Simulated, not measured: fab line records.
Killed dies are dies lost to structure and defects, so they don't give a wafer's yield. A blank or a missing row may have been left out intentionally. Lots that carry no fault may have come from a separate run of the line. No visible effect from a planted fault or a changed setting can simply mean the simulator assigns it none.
Problem report, 8D (eight disciplines) form, completed by code | flow sky130 | the parts of the form that need people (team, actions taken, sign-off) are left out

## 1. WHAT WENT WRONG
Mean NWELL_01_OVL at SKY_NWELL_OVL_MEAS_23: 173.7 nm over 6 wafers in 2 lots; fault-free wafers: 1.4 nm, standard deviation 1.4. That is +99 or more standard deviations from the usual mean.
First observed at day 6 17:32: wafer L574.1, on overlay-01. At this step, 36 wafers from 12 lots have a number in the record. Rule for "out" (also "out of limits"): further than 4 standard deviations from the usual mean. All remaining wafers that have a number are taken as sound.

## 2. WHAT THIS IS AND IS NOT
question                    | is                     | is not
which readings at this step | NWELL_01_OVL           | -
which lots                  | L574, L580             | L568, L569, L570, L572, L581, L582, L583, L584, L586, L588
which wafers of those lots  | all that have a number | -
read on which gauges        | overlay-01, overlay-02 | -
when                        | from day 6 17:32       | up to then (12 sound wafers); but 18 sound wafers of L581, L582, L583, L584, L586, L588 came after

## 3. THE SUSPECTS, EACH WITH WHAT RULES IT OUT
Counting: a tool at a process step up to the reading stays a suspect if it ran every lot that is out and no sound lot after the first of them.
- the gauge at SKY_NWELL_OVL_MEAS_23 is ruled out. The wafers that are out were read on 2 gauges (overlay-01, overlay-02).
- iline stepper-02 at SKY_NWELL_EXPOSE_20 (exposes mask NWM COMPLEMENT, target cd 840 nm): kept. Every lot that is out went through it, starting with L574 (day 6 08:30), and after that it ran no sound lot; the last sound lot it ran before then is L570 (day 5 12:42).
Remaining after the count: iline stepper-02 at SKY_NWELL_EXPOSE_20.

## 4. THE CAUSE (what the simulator had put in)
Scanner matching overlay: iline stepper-02, from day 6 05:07 on, at SKY_NWELL_EXPOSE_20. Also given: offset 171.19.
This tool alone remained once counting was done.

## 5. THE EFFECT CHAIN, in route order
Each row: a reading whose mean over the struck wafers that have a number lies more than 3 standard deviations from the usual. Only readings whose record carries a usual standard deviation are examined. hours: median over the lots of the time between each lot's start at the first step of this table that gives one and its start at this step. sigmas: the change, counted in usual standard deviations.
hours | step                  | reading      | usual  | on struck wafers | change | sigmas
0     | SKY_NWELL_OVL_MEAS_23 | NWELL_01_OVL | 1.4 nm | 173.7            | +172.3 | +99 or more
At these later measuring or inspecting steps, every struck wafer for which the step has a row has a number for every such reading, and none has moved that far: SKY_LI_CONTACT_THK_MEAS_23.

## 6. HOW IT WOULD HAVE BEEN CAUGHT EARLIER
12 hours passed between the start of the fault at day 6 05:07 and the first reading out of limits at a measuring or inspecting step in this record, taken at day 6 17:32.
No tool reading at SKY_NWELL_EXPOSE_20 that has a usual standard deviation in the record was out on any struck wafer, so an alarm limit of 4 standard deviations on those readings would not have fired.
Of the lots that are out (2), L580 began SKY_NWELL_EXPOSE_20 on iline stepper-02 after day 6 17:32. It would have been spared by a hold on the tool at that moment.
